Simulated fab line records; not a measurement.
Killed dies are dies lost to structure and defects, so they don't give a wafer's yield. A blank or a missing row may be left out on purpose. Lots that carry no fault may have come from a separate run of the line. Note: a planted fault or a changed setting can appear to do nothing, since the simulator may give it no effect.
fab line records	flow sky130	part 1 of 2: steps 1 to 36 of 47
record: lots: 5	wafers: 15	last-day: 50
route steps=708 shown DNWELL@41 PWDE@45 NWELL@56 VT_ADJUST_HVTP@85
lots that met no fault: taken from a fault-free run of the same line
start-h: hours from the record's opening day to when the first of the lot's shown wafers began	wait-h: how many hours have passed since the lot's step before this one	" same as the row above	L1.1+2: several wafers, shown together as one row	- either no value or no given start	* or withheld: withheld	< > ~ a bound
route shown NAME@n: names a module that has steps shown in the file, with the first one's number in the route	usual: mean and standard deviation over wafers with no fault	same: alike in all rows	chamber/n: place in a boat	sites: readings site by site	_std_site: how widely they spread, as a standard deviation	_edge_site: mean of outer sites minus mean of inner sites	radius-mm: for every site, how far away it sits from the centre of the wafer	mask NAME#n: copy n	behind: the last tool/chamber to shape the wafer	hold: the reason the lot was held/the length of the hold in hours/how it ended	device: the transistor (n, p or np) that didn't switch	end of line: at the end of the route, the tests of the same wafers	step lacking rows: just its recipe	killed: dies that structure and defects cost at the first sort, which is not the same as the wafer's yield	map: the dies of a wafer, with x for killed, . for not killed, _ for no die there
set.NAME: the setting as run; set.NAME@STEP: as run at that earlier step	model.NAME: the simulator's own value behind a step, which no gauge read
lots at some steps of the route; a table a step, a row a wafer
services: a tool's chamber out of use, with start hour (start-h, from the record's first day; less than 0 if before it), hours out, and reason
== steps ==
step: SKY_DNWELL_DEVELOP_06
recipe: wall-angle-deg: 90	developer: TMAH	develop-time-s: 60	dev-temp-c: 23
lot.wafer	tool	chamber	start-h	wait-h
L077.3+4+6	litho-track-01	0	-	-
L085.1+2+6	litho-track-01	0	-	-
L087.1+4+5	litho-track-03	0	-	-
L094.1+2+4	litho-track-04	0	-	-
L096.2+4+5	litho-track-01	0	-	-
step: SKY_DNWELL_IMPLANT_07
recipe: species: P	energy-kev: withheld	dose-cm2: withheld	tilt-deg: withheld
lot.wafer	tool	chamber	start-h	wait-h
L077.3+4+6	implanter-04	0	69.67	-
L085.1+2+6	implanter-01	0	111.62	-
L087.1+4+5	implanter-01	0	120.75	-
L094.1+2+4	implanter-01	0	159.67	-
L096.2+4+5	implanter-02	0	169.04	-
step: SKY_DNWELL_STRIP_08
recipe: chemistry: O2/N2	power-w: 1400	pressure-mtorr: 1500	platen-temp-c: withheld	o2-flow-sccm: 3000	n2-flow-sccm: 300	overash-fraction: 0.5
usual: drypump-motor-current-A: 5.6/0.5	n2-flow-sccm: 300.2/0.93	oes-product-au: 0.723/0.0044	strip-time-to-endpoint-s: 36.89/0.081
lot.wafer	tool	chamber	start-h	wait-h	drypump-motor-current-A	n2-flow-sccm	oes-product-au	rf-hours-counter-h	strip-time-to-endpoint-s
L077.3	plasma-asher-02	1	69.80	0.1	5.5	301.2	0.715	-	36.90
L077.4	"	0	"	"	4.9	299.7	0.721	-	37.08
L077.6	"	1	"	"	5.5	300.2	0.728	-	36.92
L085.1	plasma-asher-03	0	111.77	0.1	6.0	298.8	0.716	43	36.75
L085.2	"	1	"	"	5.9	299.6	0.724	43	36.76
L085.6	"	1	"	"	5.9	301.4	0.719	-	36.86
L087.1	plasma-asher-02	1	120.90	0.1	5.5	299.7	0.722	42	37.05
L087.4	"	1	"	"	5.5	300.2	0.716	-	36.96
L087.5	"	0	"	"	4.9	300.7	0.712	-	36.92
L094.1	plasma-asher-01	0	159.82	0.1	4.9	300.4	0.722	34	36.82
L094.2	"	1	"	"	6.1	299.1	0.725	34	36.96
L094.4	"	1	"	"	6.0	299.1	0.731	-	36.86
L096.2	plasma-asher-02	1	169.17	0.1	5.5	300.2	0.722	47	36.86
L096.4	"	1	"	"	5.6	301.4	0.726	-	36.78
L096.5	"	1	"	"	5.6	300.3	0.732	-	36.87
step: SKY_DNWELL_TW_MEAS_09
usual: DNWELL_TW: 1110/7.5
lot.wafer	tool	chamber	start-h	wait-h	DNWELL_TW
L077.3	film-metro-03	-	69.89	0.1	1121
L077.4	"	-	"	"	1113
L077.6	"	-	"	"	1121
L085.1	film-metro-02	-	111.87	0.1	1111
L085.2	"	-	"	"	1112
L085.6	"	-	"	"	1119
L087.1	film-metro-01	-	121.00	0.1	1115
L087.4	"	-	"	"	1111
L087.5	"	-	"	"	1111
L094.1	film-metro-02	-	159.92	0.1	1108
L094.2	"	-	"	"	1101
L094.4	"	-	"	"	1106
L096.2	film-metro-02	-	169.28	0.1	1106
L096.4	"	-	"	"	1102
L096.5	"	-	"	"	1110
step: SKY_PWDE_DEHYDRATE_00
recipe: temp-c: 200	time-s: 60
lot.wafer	tool	chamber	start-h	wait-h
L077.3+4+6	litho-track-01	0	78.27	8.4
L085.1+2+6	litho-track-02	0	120.75	8.9
L087.1+4+5	litho-track-02	0	129.55	8.5
L094.1+2+4	litho-track-03	0	168.85	8.9
L096.2+4+5	litho-track-01	0	179.09	9.8
step: SKY_PWDE_HMDS_01
recipe: prime-time-s: 60	prime-temp-c: 120
lot.wafer	tool	chamber	start-h	wait-h
L077.3+4+6	litho-track-01	0	78.42	0.1
L085.1+2+6	litho-track-02	0	120.90	0.1
L087.1+4+5	litho-track-02	0	129.70	0.1
L094.1+2+4	litho-track-03	0	169.00	0.1
L096.2+4+5	litho-track-01	0	179.24	0.1
step: SKY_PWDE_COAT_02
recipe: spin-rpm: 2000	resist-thk-nm: 3000
lot.wafer	tool	chamber	start-h	wait-h
L077.3+4+6	litho-track-01	0	78.57	0.1
L085.1+2+6	litho-track-02	0	121.05	0.1
L087.1+4+5	litho-track-02	0	129.85	0.1
L094.1+2+4	litho-track-03	0	169.15	0.1
L096.2+4+5	litho-track-01	0	179.39	0.1
step: SKY_PWDE_SOFTBAKE_03
recipe: temp-c: 110	time-s: withheld
lot.wafer	tool	chamber	start-h	wait-h
L077.3+4+6	litho-track-01	0	78.74	0.1
L085.1+2+6	litho-track-02	0	121.20	0.1
L087.1+4+5	litho-track-02	0	130.00	0.1
L094.1+2+4	litho-track-03	0	169.30	0.1
L096.2+4+5	litho-track-01	0	179.55	0.1
step: SKY_PWDE_EXPOSE_04
recipe: mask-id: PWDEM	na: 0.6	source-shape: conventional	sigma-outer: 0.6	polarization: unpolarized	target-cd-nm: 840	dose-mj: 214
usual: reticle-temp-C: 23.00/0.11
lot.wafer	tool	chamber	start-h	wait-h	mask	reticle-temp-C
L077.3	iline-stepper-02	0	-	-	PWDEM#0	22.98
L077.4	"	0	"	"	PWDEM#0	23.05
L077.6	"	0	"	"	PWDEM#0	23.04
L085.1	iline-stepper-01	0	-	-	PWDEM#0	22.90
L085.2	"	0	"	"	PWDEM#0	22.98
L085.6	"	0	"	"	PWDEM#0	23.07
L087.1	iline-stepper-01	0	-	-	PWDEM#0	22.94
L087.4	"	0	"	"	PWDEM#0	22.99
L087.5	"	0	"	"	PWDEM#0	23.04
L094.1	iline-stepper-02	0	-	-	PWDEM#0	22.90
L094.2	"	0	"	"	PWDEM#0	22.94
L094.4	"	0	"	"	PWDEM#0	23.10
L096.2	iline-stepper-02	0	-	-	PWDEM#0	22.93
L096.4	"	0	"	"	PWDEM#0	22.91
L096.5	"	0	"	"	PWDEM#0	22.75
step: SKY_PWDE_PEB_05
recipe: temp-c: 115	time-s: withheld
lot.wafer	tool	chamber	start-h	wait-h
L077.3+4+6	litho-track-02	0	-	-
L085.1+2+6	litho-track-02	0	-	-
L087.1+4+5	litho-track-02	0	-	-
L094.1+2+4	litho-track-01	0	-	-
L096.2+4+5	litho-track-03	0	-	-
step: SKY_PWDE_DEVELOP_06
recipe: wall-angle-deg: 90	developer: TMAH	develop-time-s: 61.84	dev-temp-c: 23
lot.wafer	tool	chamber	start-h	wait-h
L077.3+4+6	litho-track-02	0	-	-
L085.1+2+6	litho-track-02	0	-	-
L087.1+4+5	litho-track-02	0	-	-
L094.1+2+4	litho-track-01	0	-	-
L096.2+4+5	litho-track-03	0	-	-
step: SKY_PWDE_OVL_MEAS_07
usual: PWDE_OVL: -0.4/1.3
lot.wafer	tool	chamber	start-h	wait-h	PWDE_OVL[nm]
L077.3	overlay-01	-	86.51	-	1.3
L077.4	"	-	"	"	1.0
L077.6	"	-	"	"	0.7
L085.1	overlay-01	-	130.55	-	-0.8
L085.2	"	-	"	"	-1.6
L085.6	"	-	"	"	-0.7
L087.1	overlay-01	-	140.10	-	-1.3
L087.4	"	-	"	"	-1.5
L087.5	"	-	"	"	0.0
L094.1	overlay-02	-	180.07	-	-0.3
L094.2	"	-	"	"	1.4
L094.4	"	-	"	"	0.0
L096.2	overlay-01	-	190.11	-	0.5
L096.4	"	-	"	"	0.0
L096.5	"	-	"	"	-0.3
step: SKY_PWDE_IMPLANT_08
recipe: species: B	energy-kev: 150	dose-cm2: 3.6e+12	tilt-deg: withheld
lot.wafer	tool	chamber	start-h	wait-h
L077.3+4+6	implanter-02	0	86.81	0.3
L085.1+2+6	implanter-01	0	130.58	0.0
L087.1+4+5	implanter-03	0	140.13	0.0
L094.1+2+4	implanter-03	0	180.11	0.0
L096.2+4+5	implanter-01	0	190.16	0.0
step: SKY_PWDE_STRIP_09
recipe: chemistry: O2/N2	power-w: 1400	pressure-mtorr: 1500	platen-temp-c: withheld	o2-flow-sccm: 3000	n2-flow-sccm: 300	overash-fraction: 0.5
usual: drypump-motor-current-A: 5.4/0.52	n2-flow-sccm: 300.2/0.91	oes-product-au: 0.723/0.0047	strip-time-to-endpoint-s: 36.92/0.086
lot.wafer	tool	chamber	start-h	wait-h	drypump-motor-current-A	n2-flow-sccm	oes-product-au	rf-hours-counter-h	strip-time-to-endpoint-s
L077.3	plasma-asher-02	0	86.94	0.1	4.9	300.2	0.723	-	36.98
L077.4	"	1	"	"	5.5	299.8	0.722	-	36.99
L077.6	"	0	"	"	5.0	299.6	0.725	-	37.07
L085.1	plasma-asher-01	0	130.73	0.1	4.9	299.9	0.729	31	36.90
L085.2	"	1	"	"	6.1	300.3	0.727	31	36.94
L085.6	"	0	"	"	4.9	299.7	0.716	-	36.90
L087.1	plasma-asher-01	0	140.28	0.1	4.9	300.1	0.716	32	36.95
L087.4	"	0	"	"	4.9	300.9	0.707	-	36.96
L087.5	"	0	"	"	4.8	301.2	0.725	-	36.97
L094.1	plasma-asher-02	0	180.26	0.1	5.0	299.2	0.727	48	37.00
L094.2	"	1	"	"	5.5	300.3	0.730	48	37.07
L094.4	"	1	"	"	5.5	299.3	0.722	-	36.98
L096.2	plasma-asher-01	0	190.29	0.1	4.9	302.0	0.727	37	36.79
L096.4	"	1	"	"	6.1	301.7	0.724	-	36.81
L096.5	"	0	"	"	4.9	301.8	0.725	-	36.81
step: SKY_PWDE_TW_MEAS_10
usual: PWDE_TW: 372.2/2.2
lot.wafer	tool	chamber	start-h	wait-h	PWDE_TW
L077.3	film-metro-02	-	87.03	0.1	367.4
L077.4	"	-	"	"	365.7
L077.6	"	-	"	"	367.7
L085.1	film-metro-02	-	130.83	0.1	369.6
L085.2	"	-	"	"	371.0
L085.6	"	-	"	"	372.0
L087.1	film-metro-01	-	140.38	0.1	374.9
L087.4	"	-	"	"	374.1
L087.5	"	-	"	"	374.5
L094.1	film-metro-01	-	180.36	0.1	371.8
L094.2	"	-	"	"	372.9
L094.4	"	-	"	"	373.0
L096.2	film-metro-02	-	190.40	0.1	369.8
L096.4	"	-	"	"	368.4
L096.5	"	-	"	"	371.2
step: SKY_NWELL_DEHYDRATE_03
recipe: temp-c: 200	time-s: 60
lot.wafer	tool	chamber	start-h	wait-h
L077.3+4+6	litho-track-04	0	95.02	8.0
L085.1+2+6	litho-track-03	0	140.30	9.5
L087.1+4+5	litho-track-02	0	149.55	9.2
L094.1+2+4	litho-track-03	0	190.10	9.7
L096.2+4+5	litho-track-02	0	200.72	10.3
step: SKY_NWELL_HMDS_04
recipe: prime-time-s: 60	prime-temp-c: 120
lot.wafer	tool	chamber	start-h	wait-h
L077.3+4+6	litho-track-04	0	95.17	0.1
L085.1+2+6	litho-track-03	0	140.45	0.1
L087.1+4+5	litho-track-02	0	149.70	0.1
L094.1+2+4	litho-track-03	0	190.25	0.1
L096.2+4+5	litho-track-02	0	200.87	0.1
step: SKY_NWELL_COAT_05
recipe: spin-rpm: 2000	resist-thk-nm: 3000
lot.wafer	tool	chamber	start-h	wait-h
L077.3+4+6	litho-track-04	0	95.32	0.1
L085.1+2+6	litho-track-03	0	140.60	0.1
L087.1+4+5	litho-track-02	0	149.85	0.1
L094.1+2+4	litho-track-03	0	190.40	0.1
L096.2+4+5	litho-track-02	0	201.02	0.1
step: SKY_NWELL_SOFTBAKE_06
recipe: temp-c: 110	time-s: withheld
lot.wafer	tool	chamber	start-h	wait-h
L077.3+4+6	litho-track-04	0	95.49	0.1
L085.1+2+6	litho-track-03	0	140.75	0.1
L087.1+4+5	litho-track-02	0	150.00	0.1
L094.1+2+4	litho-track-03	0	190.55	0.1
L096.2+4+5	litho-track-02	0	201.18	0.1
step: SKY_NWELL_EXPOSE_07
recipe: mask-id: NWM	na: 0.6	source-shape: conventional	sigma-outer: 0.6	polarization: unpolarized	target-cd-nm: 840	dose-mj: 255
usual: reticle-temp-C: 23.02/0.11
lot.wafer	tool	chamber	start-h	wait-h	mask	reticle-temp-C
L077.3	iline-stepper-02	0	-	-	NWM#0	23.02
L077.4	"	0	"	"	NWM#0	23.23
L077.6	"	0	"	"	NWM#0	23.11
L085.1	iline-stepper-02	0	-	-	NWM#0	23.00
L085.2	"	0	"	"	NWM#0	22.97
L085.6	"	0	"	"	NWM#0	22.89
L087.1	iline-stepper-02	0	-	-	NWM#0	22.97
L087.4	"	0	"	"	NWM#0	23.06
L087.5	"	0	"	"	NWM#0	23.18
L094.1	iline-stepper-01	0	-	-	NWM#0	22.91
L094.2	"	0	"	"	NWM#0	23.02
L094.4	"	0	"	"	NWM#0	22.95
L096.2	iline-stepper-02	0	-	-	NWM#0	23.15
L096.4	"	0	"	"	NWM#0	23.11
L096.5	"	0	"	"	NWM#0	23.15
step: SKY_NWELL_PEB_08
recipe: temp-c: 115	time-s: withheld
lot.wafer	tool	chamber	start-h	wait-h
L077.3+4+6	litho-track-03	0	-	-
L085.1+2+6	litho-track-02	0	-	-
L087.1+4+5	litho-track-02	0	-	-
L094.1+2+4	litho-track-04	0	-	-
L096.2+4+5	litho-track-02	0	-	-
step: SKY_NWELL_DEVELOP_09
recipe: wall-angle-deg: 90	developer: TMAH	develop-time-s: 60	dev-temp-c: 23
lot.wafer	tool	chamber	start-h	wait-h
L077.3+4+6	litho-track-03	0	-	-
L085.1+2+6	litho-track-02	0	-	-
L087.1+4+5	litho-track-02	0	-	-
L094.1+2+4	litho-track-04	0	-	-
L096.2+4+5	litho-track-02	0	-	-
step: SKY_NWELL_OVL_MEAS_10
usual: NWELL_00_OVL: 0.6/1.2
lot.wafer	tool	chamber	start-h	wait-h	NWELL_00_OVL[nm]
L077.3	overlay-02	-	103.72	-	-0.2
L077.4	"	-	"	"	-0.7
L077.6	"	-	"	"	-0.9
L085.1	overlay-01	-	151.99	-	0.2
L085.2	"	-	"	"	3.9
L085.6	"	-	"	"	1.5
L087.1	overlay-02	-	159.95	-	1.0
L087.4	"	-	"	"	-0.2
L087.5	"	-	"	"	1.0
L094.1	overlay-02	-	201.22	-	0.3
L094.2	"	-	"	"	0.8
L094.4	"	-	"	"	-0.2
L096.2	overlay-01	-	211.80	-	1.8
L096.4	"	-	"	"	1.9
L096.5	"	-	"	"	3.0
step: SKY_NWELL_IMPLANT_11
recipe: species: P	energy-kev: 400	dose-cm2: 1.9e+13	tilt-deg: withheld
lot.wafer	tool	chamber	start-h	wait-h
L077.3+4+6	implanter-04	0	103.79	0.1
L085.1+2+6	implanter-02	0	152.03	0.0
L087.1+4+5	implanter-03	0	159.98	0.0
L094.1+2+4	implanter-03	0	201.26	0.0
L096.2+4+5	implanter-03	0	211.86	0.0
step: SKY_NWELL_IMPLANT_12
recipe: species: P	energy-kev: 120	dose-cm2: 1.3e+12	tilt-deg: withheld
lot.wafer	tool	chamber	start-h	wait-h
L077.3+4+6	implanter-04	0	103.94	0.1
L085.1+2+6	implanter-02	0	152.18	0.1
L087.1+4+5	implanter-03	0	160.13	0.1
L094.1+2+4	implanter-03	0	201.41	0.1
L096.2+4+5	implanter-03	0	212.01	0.1
step: SKY_NWELL_IMPLANT_13
recipe: species: P	energy-kev: 50	dose-cm2: 7e+11	tilt-deg: withheld
lot.wafer	tool	chamber	start-h	wait-h
L077.3+4+6	implanter-04	0	104.09	0.1
L085.1+2+6	implanter-02	0	152.33	0.1
L087.1+4+5	implanter-03	0	160.28	0.1
L094.1+2+4	implanter-03	0	201.56	0.1
L096.2+4+5	implanter-03	0	212.16	0.1
step: SKY_NWELL_STRIP_14
recipe: chemistry: O2/N2	power-w: 1400	pressure-mtorr: 1500	platen-temp-c: withheld	o2-flow-sccm: 3000	n2-flow-sccm: 300	overash-fraction: 0.5
usual: drypump-motor-current-A: 5.8/0.56	n2-flow-sccm: 300.2/0.9	oes-product-au: 0.723/0.0048	strip-time-to-endpoint-s: 36.93/0.1
lot.wafer	tool	chamber	start-h	wait-h	drypump-motor-current-A	n2-flow-sccm	oes-product-au	rf-hours-counter-h	strip-time-to-endpoint-s
L077.3	plasma-asher-03	0	104.22	0.1	6.0	299.7	0.727	-	36.91
L077.4	"	1	"	"	5.9	300.2	0.733	-	36.77
L077.6	"	1	"	"	5.9	300.6	0.722	-	36.85
L085.1	plasma-asher-01	0	152.48	0.1	4.9	299.8	0.727	33	37.00
L085.2	"	1	"	"	6.1	299.2	0.720	33	36.94
L085.6	"	0	"	"	4.9	299.0	0.728	-	36.98
L087.1	plasma-asher-03	1	160.43	0.1	5.9	299.7	0.714	48	36.73
L087.4	"	0	"	"	6.1	301.1	0.722	-	36.85
L087.5	"	1	"	"	5.9	300.8	0.726	-	36.81
L094.1	plasma-asher-03	1	201.71	0.1	5.9	300.7	0.730	52	36.95
L094.2	"	0	"	"	6.0	301.5	0.721	52	36.94
L094.4	"	1	"	"	5.9	300.6	0.721	-	36.91
L096.2	plasma-asher-04	1	212.28	0.1	5.3	301.3	0.718	9	36.93
L096.4	"	0	"	"	6.6	300.6	0.722	-	37.04
L096.5	"	0	"	"	6.6	300.6	0.721	-	36.88
step: SKY_NWELL_TW_MEAS_15
usual: NWELL_TW: 1810/9.6
lot.wafer	tool	chamber	start-h	wait-h	NWELL_TW
L077.3	film-metro-03	-	104.31	0.1	1822
L077.4	"	-	"	"	1817
L077.6	"	-	"	"	1811
L085.1	film-metro-01	-	152.58	0.1	1812
L085.2	"	-	"	"	1805
L085.6	"	-	"	"	1818
L087.1	film-metro-02	-	160.53	0.1	1800
L087.4	"	-	"	"	1806
L087.5	"	-	"	"	1822
L094.1	film-metro-02	-	201.81	0.1	1797
L094.2	"	-	"	"	1806
L094.4	"	-	"	"	1797
L096.2	film-metro-01	-	212.39	0.1	1818
L096.4	"	-	"	"	1830
L096.5	"	-	"	"	1819
step: SKY_NWELL_DEHYDRATE_16
recipe: temp-c: 200	time-s: 60
lot.wafer	tool	chamber	start-h	wait-h
L077.3+4+6	litho-track-02	0	112.65	8.3
L085.1+2+6	litho-track-04	0	161.62	9.0
L087.1+4+5	litho-track-04	0	169.47	8.9
L094.1+2+4	litho-track-04	0	211.67	9.9
L096.2+4+5	litho-track-04	0	223.25	10.8
step: SKY_NWELL_HMDS_17
recipe: prime-time-s: 60	prime-temp-c: 120
lot.wafer	tool	chamber	start-h	wait-h
L077.3+4+6	litho-track-02	0	112.80	0.1
L085.1+2+6	litho-track-04	0	161.77	0.1
L087.1+4+5	litho-track-04	0	169.62	0.1
L094.1+2+4	litho-track-04	0	211.82	0.1
L096.2+4+5	litho-track-04	0	223.40	0.1
step: SKY_NWELL_COAT_18
recipe: spin-rpm: 2000	resist-thk-nm: 3000
lot.wafer	tool	chamber	start-h	wait-h
L077.3+4+6	litho-track-02	0	112.95	0.1
L085.1+2+6	litho-track-04	0	161.92	0.1
L087.1+4+5	litho-track-04	0	169.77	0.1
L094.1+2+4	litho-track-04	0	211.97	0.1
L096.2+4+5	litho-track-04	0	223.55	0.1
step: SKY_NWELL_SOFTBAKE_19
recipe: temp-c: 110	time-s: withheld
lot.wafer	tool	chamber	start-h	wait-h
L077.3+4+6	litho-track-02	0	113.12	0.1
L085.1+2+6	litho-track-04	0	162.07	0.1
L087.1+4+5	litho-track-04	0	169.92	0.1
L094.1+2+4	litho-track-04	0	212.12	0.1
L096.2+4+5	litho-track-04	0	223.70	0.1
step: SKY_NWELL_EXPOSE_20
recipe: mask-id: NWM_COMPLEMENT	na: 0.6	source-shape: conventional	sigma-outer: 0.6	polarization: unpolarized	target-cd-nm: 840	dose-mj: 260
usual: reticle-temp-C: 23.01/0.11
lot.wafer	tool	chamber	start-h	wait-h	mask	reticle-temp-C
L077.3	iline-stepper-01	0	-	-	NWM_COMPLEMENT#0	23.05
L077.4	"	0	"	"	NWM_COMPLEMENT#0	22.93
L077.6	"	0	"	"	NWM_COMPLEMENT#0	22.97
L085.1	iline-stepper-01	0	-	-	NWM_COMPLEMENT#0	22.78
L085.2	"	0	"	"	NWM_COMPLEMENT#0	22.87
L085.6	"	0	"	"	NWM_COMPLEMENT#0	22.80
L087.1	iline-stepper-02	0	-	-	NWM_COMPLEMENT#0	23.21
L087.4	"	0	"	"	NWM_COMPLEMENT#0	22.97
L087.5	"	0	"	"	NWM_COMPLEMENT#0	23.10
L094.1	iline-stepper-01	0	-	-	NWM_COMPLEMENT#0	23.00
L094.2	"	0	"	"	NWM_COMPLEMENT#0	22.93
L094.4	"	0	"	"	NWM_COMPLEMENT#0	23.02
L096.2	iline-stepper-01	0	-	-	NWM_COMPLEMENT#0	23.06
L096.4	"	0	"	"	NWM_COMPLEMENT#0	22.89
L096.5	"	0	"	"	NWM_COMPLEMENT#0	23.10
step: SKY_NWELL_PEB_21
recipe: temp-c: 115	time-s: withheld
lot.wafer	tool	chamber	start-h	wait-h
L077.3+4+6	litho-track-03	0	-	-
L085.1+2+6	litho-track-02	0	-	-
L087.1+4+5	litho-track-02	0	-	-
L094.1+2+4	litho-track-03	0	-	-
L096.2+4+5	litho-track-03	0	-	-
step: SKY_NWELL_DEVELOP_22
recipe: wall-angle-deg: 90	developer: TMAH	develop-time-s: 60	dev-temp-c: 23
lot.wafer	tool	chamber	start-h	wait-h
L077.3+4+6	litho-track-03	0	-	-
L085.1+2+6	litho-track-02	0	-	-
L087.1+4+5	litho-track-02	0	-	-
L094.1+2+4	litho-track-03	0	-	-
L096.2+4+5	litho-track-03	0	-	-
step: SKY_NWELL_OVL_MEAS_23
usual: NWELL_01_OVL: 0.3/1.2
lot.wafer	tool	chamber	start-h	wait-h	NWELL_01_OVL[nm]
L077.3	overlay-01	-	122.09	-	1.7
L077.4	"	-	"	"	0.1
L077.6	"	-	"	"	0.9
L085.1	overlay-02	-	172.80	-	-0.5
L085.2	"	-	"	"	0.5
L085.6	"	-	"	"	-0.4
L087.1	overlay-01	-	180.60	-	0.6
L087.4	"	-	"	"	1.6
L087.5	"	-	"	"	0.7
L094.1	overlay-01	-	223.55	-	-1.4
L094.2	"	-	"	"	-0.2
L094.4	"	-	"	"	-1.4
L096.2	overlay-01	-	234.21	-	0.4
L096.4	"	-	"	"	-1.2
L096.5	"	-	"	"	1.2
